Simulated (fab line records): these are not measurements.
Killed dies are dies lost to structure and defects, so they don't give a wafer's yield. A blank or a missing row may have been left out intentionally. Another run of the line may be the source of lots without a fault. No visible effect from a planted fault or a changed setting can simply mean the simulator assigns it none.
fab line records	flow gf180mcu
record: lots: 24	wafers: 72	lastDay: 34
route steps=602 shown M1@318 V1@349 V3@452 M4@458 V4@478
lots that met no fault: taken from a fault-free run of the same line
startH: hours from the record's opening day to when the first of the lot's shown wafers began	waitH: hours elapsed since this lot's preceding step	" repeats the value in the row above	L1.1+2: a single row standing in for several wafers	- no value, or no start given	* or withheld: withheld	< > ~ a bound
route shown NAME@n: names a module that has steps shown in the file, with the first one's number in the route	usual: mean/standard deviation of fault-free wafers	same: alike in all rows	chamber/n: place in a boat	sites: the reading at each site	_std_site: the values' standard deviation	_edge_site: the outer-site mean with the inner-site mean subtracted	radiusMm: for every site, how far away it sits from the centre of the wafer	mask NAME#n: copy n	behind: the most recent tool/chamber to have shaped the wafer	hold: cause of the lot's hold/its duration in hours/its outcome	device: transistor that didn't switch, given as n, p or np	end of line: tests run on the same wafers once the route is complete	a step without rows: its recipe alone	killed: count of dies lost to structure and defects at first sort (not the wafer's yield)	map: a wafer's dies, marking killed ones x, the rest . and places with no die _
set.NAME: the setting the step ran with; set.NAME@STEP: the setting that earlier step ran with	model.NAME: the simulator's own value behind a step, which no gauge read
one table for each step of the route and one row for each wafer, over a sample of lots
services: when a tool's chamber went out of use (startH, in hours from the record's first day, below 0 if earlier), for how many hours, and the reason
== steps ==
step: GF_M1_SPUTTER_03
recipe: material: Ti	targetThkNm: 10	substrateTempC: 300	chamberPressurePa: 0.3	powerW: 3000	timeS: 6.7
usual: throttleValvePct: 30.1/0.97
lot.wafer	tool	chamber	startH	waitH	throttleValvePct
L074.2	pvdSputter-02	-	362.00	0.0	30.8
L074.5	"	-	"	"	30.5
L074.6	"	-	"	"	30.7
L075.3	pvdSputter-03	-	367.49	0.0	27.7
L075.5	"	-	"	"	30.9
L075.6	"	-	"	"	31.1
L076.1	pvdSputter-04	-	375.50	0.0	30.3
L076.3	"	-	"	"	29.8
L076.5	"	-	"	"	30.2
L077.1	pvdSputter-03	-	381.54	0.0	27.6
L077.5	"	-	"	"	30.9
L077.6	"	-	"	"	27.8
L078.2	pvdSputter-04	-	395.04	0.0	30.3
L078.3	"	-	"	"	30.1
L078.5	"	-	"	"	29.6
L079.2	pvdSputter-02	-	401.79	0.0	30.5
L079.3	"	-	"	"	29.5
L079.4	"	-	"	"	31.0
L080.2	pvdSputter-04	-	413.25	0.0	28.4
L080.3	"	-	"	"	29.6
L080.5	"	-	"	"	30.1
L081.4	pvdSputter-02	-	429.55	0.0	30.7
L081.5	"	-	"	"	30.6
L081.6	"	-	"	"	30.4
L082.2	pvdSputter-04	-	430.81	0.0	30.1
L082.3	"	-	"	"	29.5
L082.4	"	-	"	"	28.8
L083.2	pvdSputter-03	-	446.19	0.0	30.9
L083.4	"	-	"	"	27.7
L083.6	"	-	"	"	30.9
L084.2	pvdSputter-04	-	452.95	0.0	28.7
L084.4	"	-	"	"	29.4
L084.6	"	-	"	"	29.6
L085.1	pvdSputter-02	-	463.28	0.0	30.6
L085.5	"	-	"	"	29.6
L085.6	"	-	"	"	30.6
L086.3	pvdSputter-02	-	472.98	0.0	30.2
L086.4	"	-	"	"	30.6
L086.5	"	-	"	"	30.4
L087.2	pvdSputter-02	-	475.20	0.0	30.1
L087.3	"	-	"	"	31.1
L087.4	"	-	"	"	30.4
L088.3	pvdSputter-03	-	485.95	0.0	30.7
L088.5	"	-	"	"	31.0
L088.6	"	-	"	"	30.9
L089.2	pvdSputter-04	-	494.54	0.0	29.8
L089.3	"	-	"	"	30.1
L089.6	"	-	"	"	28.7
L090.2	pvdSputter-02	-	502.27	0.0	30.6
L090.3	"	-	"	"	31.2
L090.4	"	-	"	"	29.9
L091.4	pvdSputter-04	-	509.44	0.0	29.8
L091.5	"	-	"	"	29.7
L091.6	"	-	"	"	28.6
L092.2	pvdSputter-03	-	512.96	0.0	27.7
L092.3	"	-	"	"	30.9
L092.5	"	-	"	"	30.9
L093.3	pvdSputter-02	-	530.21	0.0	29.3
L093.4	"	-	"	"	30.2
L093.5	"	-	"	"	30.9
L094.3	pvdSputter-02	-	536.74	0.0	30.9
L094.4	"	-	"	"	30.6
L094.6	"	-	"	"	30.9
L095.2	pvdSputter-03	-	551.15	0.0	30.9
L095.5	"	-	"	"	31.0
L095.6	"	-	"	"	27.8
L096.2	pvdSputter-03	-	561.74	0.0	30.9
L096.3	"	-	"	"	27.2
L096.5	"	-	"	"	30.8
L097.1	pvdSputter-02	-	563.44	0.0	30.6
L097.3	"	-	"	"	29.7
L097.5	"	-	"	"	30.7
step: GF_V1_CD_MEAS_14
recipe: targetCdNm: 260
usual: cdNm: 260.3/1
lot.wafer	tool	chamber	startH	waitH	cdNm
L074.2	cdSem-01	-	408.09	0.1	259.7
L074.5	"	-	"	"	260.7
L074.6	"	-	"	"	260.2
L075.3	cdSem-02	-	413.26	0.1	261.4
L075.5	"	-	"	"	259.4
L075.6	"	-	"	"	260.4
L076.1	cdSem-02	-	422.14	0.1	263.3
L076.3	"	-	"	"	261.6
L076.5	"	-	"	"	262.8
L077.1	cdSem-01	-	428.84	0.1	260.1
L077.5	"	-	"	"	259.3
L077.6	"	-	"	"	258.9
L078.2	cdSem-02	-	443.35	0.1	260.2
L078.3	"	-	"	"	259.2
L078.5	"	-	"	"	261.3
L079.2	cdSem-01	-	450.80	0.1	261.1
L079.3	"	-	"	"	259.7
L079.4	"	-	"	"	260.2
L080.2	cdSem-01	-	462.91	0.1	261.8
L080.3	"	-	"	"	262.0
L080.5	"	-	"	"	260.1
L081.4	cdSem-01	-	479.65	0.1	260.6
L081.5	"	-	"	"	258.3
L081.6	"	-	"	"	261.2
L082.2	cdSem-01	-	480.44	0.1	259.7
L082.3	"	-	"	"	261.6
L082.4	"	-	"	"	260.3
L083.2	cdSem-02	-	496.10	0.1	260.7
L083.4	"	-	"	"	260.5
L083.6	"	-	"	"	259.8
L084.2	cdSem-02	-	503.15	0.1	260.3
L084.4	"	-	"	"	259.8
L084.6	"	-	"	"	260.1
L085.1	cdSem-02	-	512.19	0.1	259.7
L085.5	"	-	"	"	261.0
L085.6	"	-	"	"	260.1
L086.3	cdSem-01	-	521.78	0.1	260.6
L086.4	"	-	"	"	260.6
L086.5	"	-	"	"	259.9
L087.2	cdSem-02	-	524.04	0.1	262.1
L087.3	"	-	"	"	261.6
L087.4	"	-	"	"	260.4
L088.3	cdSem-01	-	533.11	0.1	261.9
L088.5	"	-	"	"	261.1
L088.6	"	-	"	"	262.5
L089.2	cdSem-02	-	542.10	0.1	260.4
L089.3	"	-	"	"	258.7
L089.6	"	-	"	"	260.0
L090.2	cdSem-01	-	550.55	0.1	258.9
L090.3	"	-	"	"	259.5
L090.4	"	-	"	"	258.9
L091.4	cdSem-02	-	556.84	0.1	259.6
L091.5	"	-	"	"	259.0
L091.6	"	-	"	"	258.9
L092.2	cdSem-01	-	559.95	0.1	259.0
L092.3	"	-	"	"	258.7
L092.5	"	-	"	"	260.4
L093.3	cdSem-02	-	576.32	0.1	259.5
L093.4	"	-	"	"	259.2
L093.5	"	-	"	"	257.8
L094.3	cdSem-02	-	582.02	0.1	260.2
L094.4	"	-	"	"	259.3
L094.6	"	-	"	"	260.7
L095.2	cdSem-01	-	595.80	0.1	260.6
L095.5	"	-	"	"	260.7
L095.6	"	-	"	"	260.2
L096.2	cdSem-01	-	605.40	0.1	260.0
L096.3	"	-	"	"	259.5
L096.5	"	-	"	"	260.4
L097.1	cdSem-01	-	607.13	0.1	259.8
L097.3	"	-	"	"	260.2
L097.5	"	-	"	"	259.9
step: GF_V1_ETCH_16
recipe: chemistry: N2/H2	targetDepthA: withheld	overetchA: withheld	timeS: withheld	target: BARC	ionEnergyEv: 200	sourceW: 500	biasW: 100	pressureMtorr: 30	n2FlowSccm: 100	h2FlowSccm: 200
usual: drypumpMotorCurrentA: 5.5/0.31	n2FlowSccm: 99.99/0.29	oesProductAu: 0.854/0.0049	throttleValvePct: 13.225/0.0094
lot.wafer	tool	chamber	startH	waitH	drypumpMotorCurrentA	n2FlowSccm	oesProductAu	throttleValvePct
L074.2	rieDiel-01	2	408.22	0.0	6.3	100.34	0.848	13.230
L074.5	"	3	"	"	5.4	99.96	0.858	13.224
L074.6	"	0	"	"	5.5	100.37	0.854	13.221
L075.3	rieDiel-03	0	413.37	0.0	5.8	99.82	0.846	13.236
L075.5	"	1	"	"	5.1	99.90	0.849	13.234
L075.6	"	0	"	"	5.8	100.15	0.858	13.231
L076.1	rieDiel-03	3	422.29	0.0	5.7	100.07	0.854	13.226
L076.3	"	2	"	"	4.9	99.88	0.852	13.229
L076.5	"	3	"	"	5.6	99.97	0.858	13.225
L077.1	rieDiel-01	0	428.99	0.0	5.4	99.65	0.847	13.237
L077.5	"	3	"	"	5.4	100.06	0.853	13.228
L077.6	"	2	"	"	6.3	100.18	0.853	13.223
L078.2	rieDiel-01	1	443.49	0.0	5.4	100.09	0.852	13.228
L078.3	"	3	"	"	5.3	100.43	0.855	13.212
L078.5	"	0	"	"	5.5	99.61	0.847	13.219
L079.2	rieDiel-01	0	450.94	0.0	5.5	100.25	0.854	13.217
L079.3	"	3	"	"	5.4	99.90	0.854	13.220
L079.4	"	2	"	"	6.3	100.47	0.852	13.209
L080.2	rieDiel-03	2	463.04	0.0	4.9	99.81	0.860	13.223
L080.3	"	3	"	"	5.7	99.66	0.853	13.218
L080.5	"	2	"	"	4.9	99.81	0.850	13.229
L081.4	rieDiel-02	2	479.74	0.0	5.5	99.74	0.850	13.211
L081.5	"	2	"	"	5.5	99.85	0.855	13.221
L081.6	"	3	"	"	5.7	99.90	0.857	13.224
L082.2	rieDiel-02	0	480.57	0.0	5.7	100.05	0.850	13.242
L082.3	"	3	"	"	5.7	100.03	0.857	13.236
L082.4	"	1	"	"	5.4	100.33	0.851	13.221
L083.2	rieDiel-01	0	496.24	0.0	5.5	100.10	0.850	13.230
L083.4	"	2	"	"	6.3	100.68	0.864	13.217
L083.6	"	2	"	"	6.3	99.70	0.845	13.225
L084.2	rieDiel-01	3	503.29	0.0	5.3	99.81	0.856	13.203
L084.4	"	0	"	"	5.5	99.92	0.862	13.219
L084.6	"	1	"	"	5.4	100.11	0.847	13.248
L085.1	rieDiel-01	2	512.34	0.0	6.3	100.25	0.855	13.202
L085.5	"	0	"	"	5.5	99.76	0.851	13.237
L085.6	"	1	"	"	5.4	100.05	0.859	13.234
L086.3	rieDiel-02	2	521.89	0.0	5.4	100.56	0.860	13.228
L086.4	"	0	"	"	5.6	100.38	0.849	13.222
L086.5	"	2	"	"	5.4	100.11	0.856	13.223
L087.2	rieDiel-02	1	524.17	0.0	5.4	99.47	0.861	13.234
L087.3	"	0	"	"	5.7	99.89	0.857	13.229
L087.4	"	3	"	"	5.7	99.65	0.861	13.231
L088.3	rieDiel-03	1	533.22	0.0	5.1	99.73	0.858	13.235
L088.5	"	0	"	"	5.8	100.13	0.858	13.213
L088.6	"	3	"	"	5.7	100.63	0.856	13.222
L089.2	rieDiel-02	0	542.23	0.0	5.6	99.99	0.849	13.217
L089.3	"	1	"	"	5.4	100.26	0.857	13.226
L089.6	"	2	"	"	5.5	99.77	0.846	13.225
L090.2	rieDiel-02	0	550.68	0.0	5.7	100.18	0.857	13.229
L090.3	"	1	"	"	5.4	99.81	0.856	13.229
L090.4	"	2	"	"	5.5	100.23	0.852	13.217
L091.4	rieDiel-01	1	556.93	0.0	5.4	99.46	0.860	13.230
L091.5	"	0	"	"	5.5	100.03	0.856	13.233
L091.6	"	1	"	"	5.4	99.82	0.852	13.234
L092.2	rieDiel-02	2	560.09	0.0	5.5	100.51	0.867	13.223
L092.3	"	0	"	"	5.6	100.28	0.852	13.213
L092.5	"	3	"	"	5.7	100.00	0.855	13.247
L093.3	rieDiel-02	1	576.43	0.0	5.4	99.88	0.860	13.217
L093.4	"	2	"	"	5.5	100.09	0.862	13.233
L093.5	"	1	"	"	5.4	99.83	0.842	13.230
L094.3	rieDiel-01	2	582.13	0.0	6.3	99.97	0.855	13.236
L094.4	"	1	"	"	5.4	99.55	0.854	13.217
L094.6	"	2	"	"	6.3	100.11	0.852	13.233
L095.2	rieDiel-01	0	595.93	0.0	5.5	100.17	0.859	13.211
L095.5	"	0	"	"	5.5	100.21	0.854	13.231
L095.6	"	3	"	"	5.4	100.46	0.844	13.235
L096.2	rieDiel-01	1	605.53	0.0	5.4	99.75	0.851	13.228
L096.3	"	0	"	"	5.5	99.87	0.855	13.223
L096.5	"	1	"	"	5.4	99.74	0.853	13.218
L097.1	rieDiel-02	2	607.29	0.0	5.5	99.68	0.854	13.223
L097.3	"	3	"	"	5.7	99.90	0.851	13.223
L097.5	"	3	"	"	5.7	100.18	0.846	13.232
step: GF_V3_CVD_23
recipe: material: W	targetThkNm: 350	timeS: 104.9	tempC: 400	pressureTorr: 40
usual: heaterPowerW: 833/70
lot.wafer	tool	chamber	startH	waitH	heaterPowerW
L074.2	cvdW-02	0	509.89	0.0	905
L074.5	"	1	"	"	891
L074.6	"	0	"	"	899
L075.3	cvdW-02	1	515.74	0.1	860
L075.5	"	1	"	"	886
L075.6	"	0	"	"	910
L076.1	cvdW-01	0	525.74	0.0	868
L076.3	"	1	"	"	728
L076.5	"	1	"	"	716
L077.1	cvdW-01	0	532.23	0.0	834
L077.5	"	0	"	"	843
L077.6	"	1	"	"	716
L078.2	cvdW-01	1	544.26	0.0	718
L078.3	"	0	"	"	826
L078.5	"	1	"	"	720
L079.2	cvdW-02	1	552.18	0.0	864
L079.3	"	1	"	"	865
L079.4	"	0	"	"	911
L080.2	cvdW-01	0	564.05	0.0	848
L080.3	"	1	"	"	710
L080.5	"	0	"	"	839
L081.4	cvdW-01	0	578.02	0.1	831
L081.5	"	0	"	"	867
L081.6	"	1	"	"	715
L082.2	cvdW-02	0	578.65	0.0	890
L082.3	"	1	"	"	873
L082.4	"	0	"	"	904
L083.2	cvdW-02	0	593.90	0.0	917
L083.4	"	1	"	"	860
L083.6	"	1	"	"	867
L084.2	cvdW-02	0	599.81	0.0	907
L084.4	"	0	"	"	901
L084.6	"	0	"	"	920
L085.1	cvdW-02	0	608.28	0.0	922
L085.5	"	0	"	"	873
L085.6	"	1	"	"	874
L086.3	cvdW-02	1	616.36	0.1	857
L086.4	"	0	"	"	895
L086.5	"	0	"	"	885
L087.2	cvdW-01	0	617.19	0.0	826
L087.3	"	1	"	"	742
L087.4	"	0	"	"	843
L088.3	cvdW-01	1	626.74	0.1	747
L088.5	"	1	"	"	722
L088.6	"	0	"	"	836
L089.2	cvdW-01	1	633.70	0.0	745
L089.3	"	0	"	"	855
L089.6	"	0	"	"	848
L090.2	cvdW-02	0	640.65	0.0	893
L090.3	"	1	"	"	873
L090.4	"	0	"	"	925
L091.4	cvdW-01	1	647.42	0.1	726
L091.5	"	0	"	"	869
L091.6	"	1	"	"	726
L092.2	cvdW-01	1	649.70	0.0	735
L092.3	"	0	"	"	840
L092.5	"	0	"	"	858
L093.3	cvdW-02	1	664.99	0.1	879
L093.4	"	0	"	"	920
L093.5	"	0	"	"	899
L094.3	cvdW-01	0	668.98	0.1	853
L094.4	"	1	"	"	727
L094.6	"	0	"	"	851
L095.2	cvdW-01	1	680.93	0.0	724
L095.5	"	1	"	"	741
L095.6	"	0	"	"	837
L096.2	cvdW-02	0	690.35	0.0	894
L096.3	"	1	"	"	882
L096.5	"	0	"	"	912
L097.1	cvdW-01	1	691.98	0.0	731
L097.3	"	1	"	"	715
L097.5	"	0	"	"	863
step: GF_M4_SPUTTER_02
recipe: material: AlCu	targetThkNm: 450	powerW: 10600	timeS: 23.9	chamberPressurePa: 0.4
usual: throttleValvePct: 30.1/1.2
lot.wafer	tool	chamber	startH	waitH	throttleValvePct
L074.2	pvdSputter-03	-	510.62	0.0	30.9
L074.5	"	-	"	"	27.4
L074.6	"	-	"	"	30.7
L075.3	pvdSputter-03	-	516.49	0.0	27.8
L075.5	"	-	"	"	30.9
L075.6	"	-	"	"	27.6
L076.1	pvdSputter-01	-	526.46	0.0	29.0
L076.3	"	-	"	"	30.6
L076.5	"	-	"	"	30.7
L077.1	pvdSputter-03	-	532.96	0.0	27.8
L077.5	"	-	"	"	27.5
L077.6	"	-	"	"	31.2
L078.2	pvdSputter-02	-	544.98	0.0	31.0
L078.3	"	-	"	"	30.5
L078.5	"	-	"	"	29.9
L079.2	pvdSputter-03	-	552.91	0.0	31.0
L079.3	"	-	"	"	27.8
L079.4	"	-	"	"	30.8
L080.2	pvdSputter-01	-	564.77	0.0	28.8
L080.3	"	-	"	"	29.6
L080.5	"	-	"	"	31.6
L081.4	pvdSputter-01	-	578.70	0.0	28.5
L081.5	"	-	"	"	31.9
L081.6	"	-	"	"	30.9
L082.2	pvdSputter-03	-	579.37	0.0	30.7
L082.3	"	-	"	"	30.8
L082.4	"	-	"	"	30.9
L083.2	pvdSputter-03	-	594.63	0.0	30.9
L083.4	"	-	"	"	31.0
L083.6	"	-	"	"	27.7
L084.2	pvdSputter-01	-	600.99	0.0	30.7
L084.4	"	-	"	"	28.6
L084.6	"	-	"	"	29.2
L085.1	pvdSputter-02	-	609.26	0.0	30.4
L085.5	"	-	"	"	31.0
L085.6	"	-	"	"	30.0
L086.3	pvdSputter-01	-	617.05	0.0	31.6
L086.4	"	-	"	"	31.8
L086.5	"	-	"	"	28.6
L087.2	pvdSputter-03	-	617.92	0.0	27.6
L087.3	"	-	"	"	30.9
L087.4	"	-	"	"	30.9
L088.3	pvdSputter-01	-	627.43	0.0	28.6
L088.5	"	-	"	"	29.3
L088.6	"	-	"	"	28.7
L089.2	pvdSputter-03	-	634.71	0.0	30.9
L089.3	"	-	"	"	30.9
L089.6	"	-	"	"	30.5
L090.2	pvdSputter-01	-	641.38	0.0	28.8
L090.3	"	-	"	"	30.5
L090.4	"	-	"	"	29.5
L091.4	pvdSputter-02	-	648.12	0.0	29.8
L091.5	"	-	"	"	30.3
L091.6	"	-	"	"	30.4
L092.2	pvdSputter-02	-	650.42	0.0	30.7
L092.3	"	-	"	"	30.5
L092.5	"	-	"	"	29.8
L093.3	pvdSputter-03	-	665.68	0.0	30.9
L093.4	"	-	"	"	27.3
L093.5	"	-	"	"	30.6
L094.3	pvdSputter-02	-	669.66	0.0	29.7
L094.4	"	-	"	"	30.4
L094.6	"	-	"	"	29.6
L095.2	pvdSputter-03	-	681.65	0.0	27.9
L095.5	"	-	"	"	30.9
L095.6	"	-	"	"	30.6
L096.2	pvdSputter-03	-	691.07	0.0	30.9
L096.3	"	-	"	"	31.0
L096.5	"	-	"	"	30.9
L097.1	pvdSputter-01	-	692.71	0.0	28.6
L097.3	"	-	"	"	29.4
L097.5	"	-	"	"	30.6
step: GF_V4_CVD_02
recipe: material: SiO2	targetThkNm: 850	precursor: TEOS	tempC: 400	timeS: 94.851	rfW: 600
usual: heaterPowerW: 666/90
lot.wafer	tool	chamber	startH	waitH	heaterPowerW
L074.2	pecvd-03	0	534.37	0.0	651
L074.5	"	0	"	"	671
L074.6	"	2	"	"	679
L075.3	pecvd-04	1	539.89	0.0	676
L075.5	"	1	"	"	546
L075.6	"	2	"	"	717
L076.1	pecvd-02	0	550.32	0.1	683
L076.3	"	1	"	"	453
L076.5	"	1	"	"	510
L077.1	pecvd-04	2	556.18	0.1	671
L077.5	"	0	"	"	637
L077.6	"	1	"	"	604
L078.2	pecvd-04	0	567.85	0.0	617
L078.3	"	1	"	"	677
L078.5	"	0	"	"	662
L079.2	pecvd-04	0	576.30	0.0	621
L079.3	"	1	"	"	654
L079.4	"	0	"	"	657
L080.2	pecvd-02	2	587.14	0.0	700
L080.3	"	0	"	"	762
L080.5	"	1	"	"	454
L081.4	pecvd-04	1	601.35	0.1	538
L081.5	"	2	"	"	745
L081.6	"	0	"	"	628
L082.2	pecvd-02	2	601.53	0.0	613
L082.3	"	1	"	"	545
L082.4	"	1	"	"	577
L083.2	pecvd-04	0	616.67	0.0	658
L083.4	"	0	"	"	553
L083.6	"	1	"	"	535
L084.2	pecvd-02	1	622.91	0.0	559
L084.4	"	1	"	"	582
L084.6	"	2	"	"	566
L085.1	pecvd-04	0	630.87	0.1	604
L085.5	"	2	"	"	732
L085.6	"	1	"	"	537
L086.3	pecvd-04	1	637.65	0.0	661
L086.4	"	0	"	"	658
L086.5	"	1	"	"	552
L087.2	pecvd-03	0	639.02	0.0	663
L087.3	"	1	"	"	726
L087.4	"	1	"	"	759
L088.3	pecvd-03	1	648.42	0.0	709
L088.5	"	2	"	"	869
L088.6	"	1	"	"	755
L089.2	pecvd-04	1	655.57	0.0	626
L089.3	"	2	"	"	658
L089.6	"	1	"	"	670
L090.2	pecvd-04	1	661.77	0.0	696
L090.3	"	0	"	"	603
L090.4	"	0	"	"	648
L091.4	pecvd-03	0	668.23	0.1	678
L091.5	"	1	"	"	695
L091.6	"	2	"	"	787
L092.2	pecvd-02	0	669.92	0.0	776
L092.3	"	2	"	"	607
L092.5	"	0	"	"	806
L093.3	pecvd-03	1	685.78	0.0	684
L093.4	"	2	"	"	871
L093.5	"	1	"	"	742
L094.3	pecvd-02	2	689.82	0.0	616
L094.4	"	0	"	"	871
L094.6	"	1	"	"	529
L095.2	pecvd-04	0	700.94	0.0	607
L095.5	"	1	"	"	601
L095.6	"	0	"	"	702
L096.2	pecvd-03	0	710.38	0.0	714
L096.3	"	2	"	"	887
L096.5	"	0	"	"	735
L097.1	pecvd-02	0	712.25	0.1	815
L097.3	"	1	"	"	496
L097.5	"	2	"	"	711
== services ==
tool	chamber	startH	hours	kind
pvdSputter-03	-	348.77	5.8	repair
cvdW-01	-	349.89	6.9	pm
rieDiel-01	-	355.93	0.6	repair
pvdSputter-03	-	360.69	3.9	repair
pecvd-04	-	368.88	14.0	pm
pvdSputter-03	-	374.84	3.9	repair
pvdSputter-02	-	381.06	4.0	repair
rieDiel-01	1	381.47	10.8	repair
cvdW-01	-	390.00	14.0	pm
pecvd-04	2	431.54	11.7	repair
pecvd-04	0	474.46	3.5	repair
rieDiel-01	2	496.65	11.5	repair
cvdW-02	-	498.89	1.3	repair
rieDiel-01	3	519.18	4.0	repair
pvdSputter-03	-	530.97	1.5	repair
cvdW-02	1	563.37	14.3	repair
pvdSputter-03	-	580.50	7.0	repair
rieDiel-01	2	596.61	1.5	repair
cvdW-02	-	641.42	14.6	pm
rieDiel-01	2	666.38	5.3	repair
pvdSputter-03	-	682.10	0.7	repair
pvdSputter-02	-	694.58	0.7	repair
pecvd-04	2	697.01	6.2	repair
pvdSputter-03	-	703.91	1.9	repair
== key ==
fault none
